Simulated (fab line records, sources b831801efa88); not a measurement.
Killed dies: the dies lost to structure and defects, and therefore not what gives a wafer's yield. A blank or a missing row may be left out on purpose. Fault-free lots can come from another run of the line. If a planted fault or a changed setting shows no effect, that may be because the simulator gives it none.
fab line records | flow sky130
[record] lots = 5 | wafers = 15 | lastDay = 50
route steps=708 shown VIA3@593 METAL4@598 CAP2M@603 PAD_OPEN@708
lots untouched by any fault: they come from a run of this same line in which no faults occurred
startH: hours from the record's opening day to when the first of the lot's shown wafers began | waitH: hours since the lot's step before | " same as the row above | L1.1+2: a row that stands for several wafers | - no value, or no start was given | * or withheld: withheld | < > ~ a bound
route shown NAME@n: a module of which the file shows steps, and the number in the route of the first | usual: mean/standard deviation of fault-free wafers | same: alike in all rows | chamber/n: place in a boat | sites: the reading at each site | _std_site: their standard deviation | _edge_site: the outer-site mean with the inner-site mean subtracted | radiusMm: for every site, how far away it sits from the centre of the wafer | mask NAME#n: copy n | behind: the most recent tool/chamber to have shaped the wafer | hold: why the lot went on hold/how many hours it stayed there/how the hold came to an end | device: which transistor (n, p or np) failed to switch | end of line: the same wafers' tests at the end of the route | a step given without rows: its recipe and nothing more | killed: count of dies lost to structure and defects at first sort (not the wafer's yield) | map: a wafer's dies, x killed, . not, _ none there
set.NAME: the setting that was run; set.NAME@STEP: the one run at that earlier step | model.NAME: the simulator's own value behind a step, which no gauge read
lots at some steps of the route; a table a step, a row a wafer
services: a tool's chamber out of use, with start hour (startH, from the record's first day; less than 0 if before it), hours out, and reason
[[steps]]
[step SKY_VIA3_SPUTTER_20]
[recipe] material = TiN | targetThkNm = 20 | chamberPressurePa = 5 | powerW = 4000 | timeS = 80
[step SKY_VIA3_CVD_21]
[recipe] material = W | targetThkNm = 390 | timeS = 117.31 | tempC = 400 | pressureTorr = 40
[step SKY_VIA3_CMP_24]
[recipe] stopOn = SiO2 | tOverpolishS = 20 | downForcePsi = 3.5 | platenRpm = 60 | targetThkNm = 0 | padVelocityMS = 0.94248
[step SKY_METAL4_SPUTTER_00]
[recipe] material = Ti | targetThkNm = 15 | powerW = 3000 | timeS = 10 | chamberPressurePa = 0.4
[step SKY_METAL4_SPUTTER_01]
[recipe] material = TiN | targetThkNm = 20 | powerW = 6500 | timeS = 17.31 | chamberPressurePa = 0.4
[step SKY_METAL4_SPUTTER_02]
[recipe] material = AlCu | targetThkNm = 735 | powerW = 10600 | timeS = 39.1 | chamberPressurePa = 0.4
[step SKY_METAL4_SPUTTER_03]
[recipe] material = Ti | targetThkNm = 5 | powerW = 3000 | timeS = 3.3 | chamberPressurePa = 0.4
[step SKY_METAL4_SPUTTER_04]
[recipe] material = TiN | targetThkNm = 70 | powerW = 6500 | timeS = 58.3 | chamberPressurePa = 0.4
[step SKY_CAP2M_CVD_00]
[recipe] material = SiO2 | targetThkNm = 15.5 | tempC = 400 | timeS = withheld | rfW = 450
[step SKY_CAP2M_SPUTTER_02]
[recipe] material = TiN | targetThkNm = 200 | tempC = 300 | powerW = 6500 | timeS = 166.7 | chamberPressurePa = 0.4
[usual] throttleValvePct = 30.2/0.93
lot.wafer | tool          | chamber | startH  | waitH | throttleValvePct | model.TiN_of_CAP2M_SPUTTER_02.thkNm
L293.1    | pvdSputter-04 | -       | 929.01  | 0.1   | 28.2             | 204.8
L293.2    | "             | -       | "       | "     | 28.7             | 203.9
L293.4    | "             | -       | "       | "     | 31.3             | 200.6
L303.1    | pvdSputter-01 | -       | 1009.55 | 0.1   | 30.7             | 197.6
L303.2    | "             | -       | "       | "     | 29.5             | 197.8
L303.6    | "             | -       | "       | "     | 29.5             | 198.2
L309.1    | pvdSputter-01 | -       | 1053.91 | 0.1   | 29.4             | 283.8
L309.3    | "             | -       | "       | "     | 31.3             | 288.5
L309.6    | "             | -       | "       | "     | 30.8             | 284.9
L311.1    | pvdSputter-01 | -       | 1059.18 | 0.1   | 29.8             | 284.9
L311.2    | "             | -       | "       | "     | 30.7             | 285
L311.6    | "             | -       | "       | "     | 30.8             | 285.9
L313.1    | pvdSputter-01 | -       | 1083.05 | 0.1   | 29.6             | 285.5
L313.4    | "             | -       | "       | "     | 29.8             | 283.5
L313.6    | "             | -       | "       | "     | 29.5             | 284.9
[step SKY_CAP2M_RS_MEAS_03]
[recipe] thkMeasGauge = four-point-probe | reads = TiN_of_CAP2M_SPUTTER_02
[usual] CAP2M_TIN_RS = 6.91/0.088
lot.wafer | tool         | chamber | startH  | waitH | CAP2M_TIN_RS[ohm/sq]
L293.1    | filmMetro-04 | -       | 929.12  | 0.1   | 6.75
L293.2    | "            | -       | "       | "     | 6.78
L293.4    | "            | -       | "       | "     | 6.91
L303.1    | filmMetro-03 | -       | 1009.66 | 0.1   | 7.00
L303.2    | "            | -       | "       | "     | 7.00
L303.6    | "            | -       | "       | "     | 6.99
L309.1    | filmMetro-01 | -       | 1054.02 | 0.1   | 4.85
L309.3    | "            | -       | "       | "     | 4.78
L309.6    | "            | -       | "       | "     | 4.83
L311.1    | filmMetro-04 | -       | 1059.29 | 0.1   | 4.82
L311.2    | "            | -       | "       | "     | 4.82
L311.6    | "            | -       | "       | "     | 4.80
L313.1    | filmMetro-04 | -       | 1083.16 | 0.1   | 4.81
L313.4    | "            | -       | "       | "     | 4.85
L313.6    | "            | -       | "       | "     | 4.83
[step SKY_CAP2M_THK_MEAS_04]
[recipe] thkMeasGauge = xrf | reads = TiN_of_CAP2M_SPUTTER_02
[usual] CAP2M_TIN_THK = 202.8/2.7
lot.wafer | tool         | chamber | startH  | waitH | CAP2M_TIN_THK[nm]
L293.1    | filmMetro-04 | -       | 929.24  | 0.1   | 207.2
L293.2    | "            | -       | "       | "     | 206.7
L293.4    | "            | -       | "       | "     | 202.4
L303.1    | filmMetro-03 | -       | 1012.22 | 2.5   | 200.0
L303.2    | "            | -       | "       | "     | 200.0
L303.6    | "            | -       | "       | "     | 200.7
L309.1    | filmMetro-01 | -       | 1054.14 | 0.1   | 286.3
L309.3    | "            | -       | "       | "     | 290.6
L309.6    | "            | -       | "       | "     | 286.5
L311.1    | filmMetro-04 | -       | 1059.41 | 0.1   | 292.1
L311.2    | "            | -       | "       | "     | 290.7
L311.6    | "            | -       | "       | "     | 292.1
L313.1    | filmMetro-04 | -       | 1083.28 | 0.1   | 290.5
L313.4    | "            | -       | "       | "     | 288.0
L313.6    | "            | -       | "       | "     | 290.0
[step SKY_CAP2M_DEHYDRATE_05]
[recipe] tempC = 200 | timeS = 60
[step SKY_CAP2M_HMDS_06]
[recipe] primeTimeS = 60 | primeTempC = 120
[step SKY_CAP2M_COAT_07]
[recipe] resist = NOVOLAK | spinRpm = 3000 | resistThkNm = 1140
[step SKY_CAP2M_SOFTBAKE_08]
[recipe] tempC = 90 | timeS = 60 | resist = NOVOLAK
[step SKY_CAP2M_EXPOSE_09]
[recipe] maskId = CAP2M | na = 0.6 | sourceShape = conventional | sigmaOuter = 0.6 | polarization = unpolarized | targetCdNm = 1000 | doseMj = 159
[step SKY_CAP2M_PEB_10]
[recipe] tempC = withheld | timeS = * | resist = NOVOLAK
[step SKY_CAP2M_DEVELOP_11]
[recipe] resist = NOVOLAK | developer = TMAH | developTimeS = 60 | devTempC = 23
[step SKY_CAP2M_METAL_ETCH_13]
[recipe] targetDepthNm = 220 | stopOn = SiO2 | chemistry = Cl2/BCl3 | target = TiN | pressureMtorr = 10.39 | icpW = 900 | biasW = 48.5 | Cl2_flow_sccm = 60 | bcl3FlowSccm = 30 | timeS = 62.9
[usual] drypumpMotorCurrentA = 5.9/0.38 | mfcCl2Sccm = 60.01/0.16 | oesProductAu = 0.942/0.0086 | throttleValvePct = 21.457/0.011
lot.wafer | tool        | chamber | startH  | waitH | drypumpMotorCurrentA | mfcCl2Sccm | oesProductAu | rfHoursCounterH | throttleValvePct
L293.1    | rieMetal-03 | 0       | 953.86  | 0.0   | 6.2                  | 60.26      | 0.950        | 7               | 21.440
L293.2    | "           | 1       | "       | "     | 5.6                  | 60.06      | 0.953        | 11              | 21.439
L293.4    | "           | 0       | "       | "     | 6.2                  | 60.02      | 0.937        | -               | 21.466
L303.1    | rieMetal-04 | 0       | 1035.03 | 0.0   | 5.3                  | 60.00      | 0.926        | 10              | 21.452
L303.2    | "           | 1       | "       | "     | 6.2                  | 60.20      | 0.928        | 15              | 21.476
L303.6    | "           | 0       | "       | "     | 5.3                  | 59.95      | 0.937        | -               | 21.467
L309.1    | rieMetal-03 | 1       | 1074.43 | 0.0   | 5.6                  | 59.99      | 1.000        | 18              | 21.426
L309.3    | "           | 1       | "       | "     | 5.6                  | 60.17      | 0.997        | -               | 21.419
L309.6    | "           | 0       | "       | "     | 6.2                  | 59.75      | 1.012        | -               | 21.420
L311.1    | rieMetal-04 | 1       | 1079.47 | 0.0   | 6.2                  | 59.85      | 1.001        | 17              | 21.414
L311.2    | "           | 0       | "       | "     | 5.3                  | 59.72      | 1.007        | 13              | 21.420
L311.6    | "           | 0       | "       | "     | 5.3                  | 59.87      | 0.991        | -               | 21.421
L313.1    | rieMetal-01 | 0       | 1103.22 | 0.0   | 6.4                  | 59.79      | 1.007        | 22              | 21.398
L313.4    | "           | 0       | "       | "     | 6.4                  | 59.90      | 1.010        | -               | 21.401
L313.6    | "           | 0       | "       | "     | 6.4                  | 59.68      | 1.014        | -               | 21.421
[step SKY_CAP2M_STRIP_14]
[recipe] chemistry = O2/N2 | powerW = 1400 | pressureMtorr = 1500 | platenTempC = withheld | o2FlowSccm = 3000 | n2FlowSccm = 300 | overashFraction = 0.5
[step SKY_CAP2M_STRIP_15]
[recipe] chemistry = postEtchResidueRemover | timeS = 1200 | tempC = 72.5
[step SKY_CAP2M_CLEAN_16]
[recipe] chemistry = IPA | timeS = 180 | tempC = 25
[step SKY_CAP2M_CLEAN_17]
[recipe] chemistry = O3/DIW | dry = n2Spin
[step SKY_METAL4_DEHYDRATE_05]
[recipe] tempC = 200 | timeS = 60
[step SKY_METAL4_HMDS_06]
[recipe] primeTimeS = 60 | primeTempC = 120
[step SKY_METAL4_COAT_07]
[recipe] resist = BARC | tempC = withheld | timeS = withheld | spinRpm = 3000 | resistThkNm = 60
[step SKY_METAL4_COAT_08]
[recipe] resist = KrF-thick | spinRpm = 3000 | resistThkNm = 1140
[step SKY_METAL4_SOFTBAKE_09]
[recipe] tempC = 100 | timeS = 90 | resist = KrF-thick
[step SKY_METAL4_EXPOSE_10]
[recipe] maskId = MM4 | na = 0.68 | sourceShape = annular | sigmaInner = 0.4 | sigmaOuter = 0.8 | targetCdNm = 300 | doseMj = 28
[step SKY_METAL4_PEB_11]
[recipe] pebTempC = withheld | pebTimeS = withheld | resist = KrF-thick
[step SKY_METAL4_DEVELOP_12]
[recipe] developTimeS = 59.19 | resist = KrF-thick | devTempC = 21
[step SKY_METAL4_DESCUM_15]
[recipe] chemistry = O2 | sourcePowerW = 150 | biasPowerW = 0 | pressureMtorr = 10 | tempC = 40 | timeS = 8
[step SKY_METAL4_ETCH_16]
[recipe] chemistry = N2/H2 | target = BARC | ionEnergyEv = 200 | biasW = 100 | pressureMtorr = 30 | n2FlowSccm = 100 | h2FlowSccm = 200 | icpW = 500 | stopOn = SiO2 | timeS = 88.2 | targetDepthA = 600
[step SKY_METAL4_ETCH_17]
[recipe] target = SiO2 | stopOn = TiN | chemistry = C4F8/O2/Ar | sourceW = 1500 | biasW = 1200 | pressureMtorr = 40 | c4f8FlowSccm = withheld | O2_flow_sccm = 6 | Ar_flow_sccm = 300 | timeS = 3.9 | targetDepthA = 150
[step SKY_METAL4_METAL_ETCH_18]
[recipe] targetDepthA = 8450 | stopOn = SiO2 | overEtchFrac = 0.3 | timeS = 183.1 | chemistry = Cl2/BCl3 | resistSidewallDeg = 88 | pressureMtorr = 10 | icpW = 900 | biasW = 48.5 | Cl2_flow_sccm = 60 | bcl3FlowSccm = 30
[step SKY_METAL4_STRIP_20]
[recipe] chemistry = postEtchResidueRemover | timeS = 1200 | tempC = 72.5
[usual] bathGuardTempC = 72.4/0.54
lot.wafer | tool        | chamber | startH  | waitH | bathGuardTempC | model.TiN_of_CAP2M_SPUTTER_02.thkNm
L293.1    | wetBench-02 | 0       | 978.92  | 0.1   | 72.7           | 204
L293.2    | "           | 0       | "       | "     | 72.9           | 203.1
L293.4    | "           | 0       | "       | "     | 72.7           | 199.8
L303.1    | wetBench-02 | 0       | 1057.88 | 0.1   | 72.7           | 196.7
L303.2    | "           | 0       | "       | "     | 72.6           | 196.9
L303.6    | "           | 0       | "       | "     | 72.5           | 197.4
L309.1    | wetBench-02 | 0       | 1095.45 | 0.1   | 72.7           | 283
L309.3    | "           | 0       | "       | "     | 72.4           | 287.6
L309.6    | "           | 0       | "       | "     | 72.3           | 284
L311.1    | wetBench-02 | 1       | 1100.90 | 0.1   | 72.8           | 284.1
L311.2    | "           | 1       | "       | "     | 73.0           | 284.2
L311.6    | "           | 1       | "       | "     | 72.7           | 285.1
L313.1    | wetBench-03 | 1       | 1120.38 | 0.1   | 72.2           | 284.7
L313.4    | "           | 1       | "       | "     | 72.5           | 282.6
L313.6    | "           | 1       | "       | "     | 72.3           | 284.1
[step SKY_PAD_OPEN_PROBE_99]
[usual] defectLimitedYield = 82.3/1.9 | killed_at_M0_to_M3 = 44/7.6 | killed_at_M4_up = 3.2/1.7 | killedAtContacts = 24/5.7 | killedAtFrontEnd = 16/3.9 | killedAtOther = 0.2/0.45 | killedDies = 87/9.5 | killedOpen = 47/6.9 | killedShort = 40/5.8
[same] grossDies = 492 | killedAtBackSide = 0
lot.wafer | tool      | chamber | startH  | waitH | defectLimitedYield[%] | killed_at_M0_to_M3 | killed_at_M4_up | killedAtContacts | killedAtFrontEnd | killedAtOther | killedDies | killedOpen | killedShort | model.etest.tester.sortNPass | model.etest.tester.sortYieldPct | model.etest.tester.sort_bin_4_pct | model.etest.met4.lineOhmUm | model.etest.via4Chain.rcOhm | model.etest.met4.rsOhmSq | model.etest.tester.sort_bin_3_pct | model.etest.capMim2.plateOhmSq
L293.1    | prober-02 | -       | 1073.56 | 0.1   | 83.3                  | 42                 | 2               | 22               | 16               | 0             | 82         | 47         | 35          | 410                          | 83.33                           | 0                                 | 0.147                      | 0.7858                      | 0.0436                   | 0.6098                            | 5.827
L293.2    | prober-02 | -       | 1073.61 | 0.1   | 82.3                  | 49                 | 1               | 19               | 18               | 0             | 87         | 53         | 34          | 405                          | 82.32                           | 0                                 | 0.1384                     | 0.8215                      | 0.04294                  | 0.6098                            | 5.835
L293.4    | prober-02 | -       | 1073.71 | 0.2   | 82.3                  | 43                 | 2               | 21               | 20               | 1             | 87         | 43         | 44          | 405                          | 82.32                           | 0                                 | 0.1443                     | 0.7882                      | 0.0435                   | 0.813                             | 6.022
L303.1    | prober-02 | -       | 1137.18 | 0.1   | 84.6                  | 35                 | 4               | 21               | 16               | 0             | 76         | 45         | 31          | 416                          | 84.55                           | 0                                 | 0.1422                     | 0.7883                      | 0.04318                  | 0.4065                            | 5.95
L303.2    | prober-02 | -       | 1137.23 | 0.1   | 85.4                  | 42                 | 0               | 17               | 12               | 1             | 72         | 36         | 36          | 420                          | 85.37                           | 0                                 | 0.1402                     | 0.8328                      | 0.04269                  | 0.6098                            | 6.09
L303.6    | prober-02 | -       | 1137.43 | 0.2   | 79.3                  | 59                 | 7               | 17               | 19               | 0             | 102        | 48         | 54          | 390                          | 79.27                           | 0                                 | 0.1419                     | 0.7714                      | 0.04257                  | 0.6098                            | 6.003
L309.1    | prober-02 | -       | 1176.37 | 0.1   | 79.5                  | 50                 | 3               | 29               | 19               | 0             | 101        | 52         | 49          | 0                            | 0                               | 74.48                             | 65.23                      | 47.88                       | 19.5                     | 5.4                               | 4.231
L309.3    | prober-02 | -       | 1176.47 | 0.2   | 82.7                  | 34                 | 3               | 22               | 25               | 1             | 85         | 47         | 38          | 0                            | 0                               | 78.39                             | 59.64                      | 44.91                       | 18.02                    | 4.539                             | 4.153
L309.6    | prober-02 | -       | 1176.62 | 0.2   | 78.0                  | 69                 | 6               | 18               | 13               | 2             | 108        | 53         | 55          | 0                            | 0                               | 74.89                             | 69.45                      | 51.02                       | 20.75                    | 4.377                             | 4.242
L311.1    | prober-02 | -       | 1181.85 | 0.1   | 83.7                  | 43                 | 1               | 24               | 12               | 0             | 80         | 42         | 38          | 0                            | 0                               | 78.78                             | 58.81                      | 46.04                       | 17.98                    | 6.176                             | 4.197
L311.2    | prober-02 | -       | 1181.90 | 0.1   | 83.1                  | 37                 | 2               | 26               | 18               | 0             | 83         | 45         | 38          | 0                            | 0                               | 72.83                             | 60.85                      | 45.31                       | 18.81                    | 11.11                             | 4.151
L311.6    | prober-02 | -       | 1182.10 | 0.2   | 83.7                  | 38                 | 3               | 22               | 17               | 0             | 80         | 41         | 39          | 0                            | 0                               | 71.97                             | 56.95                      | 45.76                       | 17.61                    | 12.78                             | 4.255
L313.1    | prober-02 | -       | 1196.04 | 0.1   | 81.7                  | 39                 | 3               | 31               | 17               | 0             | 90         | 49         | 41          | 0                            | 0                               | 72.75                             | 61.65                      | 49.31                       | 19.21                    | 9.366                             | 4.222
L313.4    | prober-02 | -       | 1196.19 | 0.2   | 83.9                  | 43                 | 5               | 16               | 14               | 1             | 79         | 42         | 37          | 0                            | 0                               | 76.98                             | 67.7                       | 52.36                       | 20.59                    | 7.974                             | 4.247
L313.6    | prober-02 | -       | 1196.29 | 0.2   | 86.2                  | 28                 | 3               | 28               | 9                | 0             | 68         | 41         | 27          | 0                            | 0                               | 83.96                             | 64.76                      | 50.77                       | 19.67                    | 3.44                              | 4.187
// killed by level:class
L293.1 CONTACT:geometricParticle:open=11 VIA3:geometricParticle:open=10 VIA1:geometricParticle:open=8 LI_CONTACT:geometricParticle:open=5 VIA2:geometricParticle:open=5 VIA1:geometricParticle:short=5 POLY_GATE:geometricParticle:short=4 FIELD_ISO:geometricParticle:short=3
L293.2 VIA2:geometricParticle:open=10 VIA1:geometricParticle:open=10 LI_CONTACT:geometricParticle:open=9 FIELD_ISO:geometricParticle:short=7 FIELD_ISO:geometricParticle:open=6 VIA2:geometricParticle:short=6 VIA3:geometricParticle:open=6 CONTACT:geometricParticle:open=4
L293.4 FIELD_ISO:geometricParticle:short=8 VIA1:geometricParticle:open=8 LI_CONTACT:geometricParticle:open=7 CONTACT:geometricParticle:open=6 VIA3:geometricParticle:open=5 VIA2:geometricParticle:open=5 METAL1:geometricParticle:short=5 POLY_GATE:geometricParticle:short=4
L303.1 VIA1:geometricParticle:open=9 LI_CONTACT:geometricParticle:open=8 VIA2:geometricParticle:open=7 FIELD_ISO:geometricParticle:open=5 POLY_GATE:geometricParticle:short=4 CONTACT:geometricParticle:open=4 LOCAL_INTERCONNECT:geometricParticle:short=4 VIA1:geometricParticle:short=4
L303.2 VIA1:geometricParticle:open=13 VIA2:geometricParticle:open=7 FIELD_ISO:geometricParticle:short=5 VIA2:geometricParticle:short=5 METAL3:geometricParticle:short=5 CONTACT:geometricParticle:open=4 LI_CONTACT:geometricParticle:open=4 METAL2:geometricParticle:short=4
L303.6 METAL1:geometricParticle:short=9 VIA1:geometricParticle:open=9 VIA3:geometricParticle:open=9 VIA1:geometricParticle:short=8 FIELD_ISO:geometricParticle:open=7 VIA2:geometricParticle:open=6 CONTACT:geometricParticle:open=6 METAL2:geometricParticle:short=6
L309.1 METAL2:geometricParticle:short=10 VIA1:geometricParticle:open=9 LI_CONTACT:geometricParticle:open=8 CONTACT:geometricParticle:open=8 VIA2:geometricParticle:open=7 CONTACT:geometricParticle:short=7 METAL1:geometricParticle:short=6 POLY_GATE:geometricParticle:short=5
L309.3 VIA1:geometricParticle:open=11 CONTACT:geometricParticle:open=9 POLY_GATE:geometricParticle:open=8 POLY_GATE:geometricParticle:short=6 VIA3:geometricParticle:open=6 FIELD_ISO:geometricParticle:short=5 VIA2:geometricParticle:open=5 LI_CONTACT:geometricParticle:open=4
L309.6 VIA1:geometricParticle:open=18 METAL1:geometricParticle:short=15 VIA3:geometricParticle:open=9 CONTACT:geometricParticle:open=6 VIA3:geometricParticle:short=6 METAL4:geometricParticle:short=5 FIELD_ISO:geometricParticle:short=4 LI_CONTACT:geometricParticle:open=4
L311.1 VIA1:geometricParticle:open=9 CONTACT:geometricParticle:open=8 METAL1:geometricParticle:short=8 METAL2:geometricParticle:short=6 VIA2:geometricParticle:open=6 LI_CONTACT:geometricParticle:open=5 LOCAL_INTERCONNECT:geometricParticle:short=5 POLY_GATE:geometricParticle:short=4
L311.2 CONTACT:geometricParticle:open=9 VIA1:geometricParticle:open=9 LI_CONTACT:geometricParticle:open=7 METAL1:geometricParticle:short=6 VIA3:geometricParticle:open=6 POLY_GATE:geometricParticle:short=5 POLY_GATE:geometricParticle:open=5 METAL2:geometricParticle:short=4
L311.6 METAL2:geometricParticle:short=9 CONTACT:geometricParticle:open=7 LI_CONTACT:geometricParticle:open=6 VIA3:geometricParticle:open=6 FIELD_ISO:geometricParticle:short=5 LI_CONTACT:geometricParticle:short=4 METAL1:geometricParticle:short=4 VIA1:geometricParticle:open=4
L313.1 CONTACT:geometricParticle:open=15 METAL1:geometricParticle:short=9 FIELD_ISO:geometricParticle:open=8 LI_CONTACT:geometricParticle:open=8 VIA1:geometricParticle:open=8 METAL2:geometricParticle:short=6 CONTACT:geometricParticle:short=4 VIA1:geometricParticle:short=4
L313.4 VIA1:geometricParticle:open=15 CONTACT:geometricParticle:open=10 METAL1:geometricParticle:short=7 VIA2:geometricParticle:short=5 FIELD_ISO:geometricParticle:open=4 VIA3:geometricParticle:short=4 FIELD_ISO:geometricParticle:short=3 SPACER:geometricParticle:open=3
L313.6 CONTACT:geometricParticle:open=9 LI_CONTACT:geometricParticle:open=8 VIA1:geometricParticle:open=6 METAL1:geometricParticle:short=5 CONTACT:geometricParticle:short=4 VIA2:geometricParticle:open=4 FIELD_ISO:geometricParticle:short=3 POLY_GATE:geometricParticle:open=3
[[services]]
tool          | chamber | startH  | hours | kind
rieMetal-04   | -       | 919.61  | 10.6  | repair
rieMetal-01   | -       | 943.71  | 0.4   | repair
rieMetal-03   | -       | 955.18  | 0.6   | repair
rieMetal-04   | 1       | 959.23  | 2.5   | repair
pvdSputter-04 | -       | 971.67  | 4.9   | repair
pvdSputter-01 | -       | 979.70  | 3.2   | repair
pvdSputter-01 | 0       | 983.92  | -     | consumableReplace:kit
pvdSputter-01 | 0       | 983.92  | 18.0  | scheduledDown
pvdSputter-01 | 0       | 983.92  | 18.0  | ventCycle
rieMetal-01   | 1       | 984.98  | 6.7   | repair
pvdSputter-04 | 0       | 1006.43 | -     | consumableReplace:kit
pvdSputter-04 | 0       | 1006.43 | 18.0  | scheduledDown
pvdSputter-04 | 0       | 1006.43 | 18.0  | ventCycle
rieMetal-03   | -       | 1013.69 | 1.4   | pm
rieMetal-04   | 1       | 1045.65 | 7.9   | repair
rieMetal-01   | 1       | 1094.02 | 17.4  | repair
pvdSputter-04 | 3       | 1094.72 | -     | consumableReplace:kit
pvdSputter-04 | 3       | 1094.72 | 18.0  | scheduledDown
pvdSputter-04 | 3       | 1094.72 | 18.0  | ventCycle
rieMetal-01   | 0       | 1110.66 | 6.3   | repair
pvdSputter-01 | 3       | 1114.13 | -     | consumableReplace:kit
pvdSputter-01 | 3       | 1114.13 | 18.0  | scheduledDown
pvdSputter-01 | 3       | 1114.13 | 18.0  | ventCycle
rieMetal-01   | 1       | 1116.98 | -     | clean
[[key]]
[firstSign] step = SKY_CAP2M_RS_MEAS_03 | reading = CAP2M_TIN_RS | direction = down | sigmas = 24 | usual = 6.91 | struck = 4.82
[effect] step = SKY_CAP2M_THK_MEAS_04 | reading = CAP2M_TIN_THK | direction = up | sigmas = 32 | usual = 202.8 | struck = 289.7
[effect] step = SKY_CAP2M_METAL_ETCH_13 | reading = oesProductAu | direction = up | sigmas = 7.3 | usual = 0.942 | struck = 1.004
[modelEffect] step = SKY_CAP2M_SPUTTER_02 | value = TiN_of_CAP2M_SPUTTER_02.thkNm | without = 197.8 | struck = 285.2
[modelEffect] step = SKY_METAL4_STRIP_20 | value = TiN_of_CAP2M_SPUTTER_02.thkNm | without = 197 | struck = 284.4
[modelEffect] step = SKY_PAD_OPEN_PROBE_99 | value = etest.tester.sortNPass | without = 406 | struck = 0
metAt SKY_CAP2M_SPUTTER_02
struckWafers L309.1,L309.3,L309.6,L311.1,L311.2,L311.6,L313.1,L313.4,L313.6
onsetBetween 1009.55 1053.91
alsoFits time
[fault] kind = processParameterDrift | tool = pvdSputter-01 | chamber = - | onsetH = 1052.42 | steps = SKY_CAP2M_SPUTTER_02 | channel = targetThkNm | offset = 87.371 | shape = step | endH = 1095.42 | actsIn = theseRecipesOnly | stated = 200
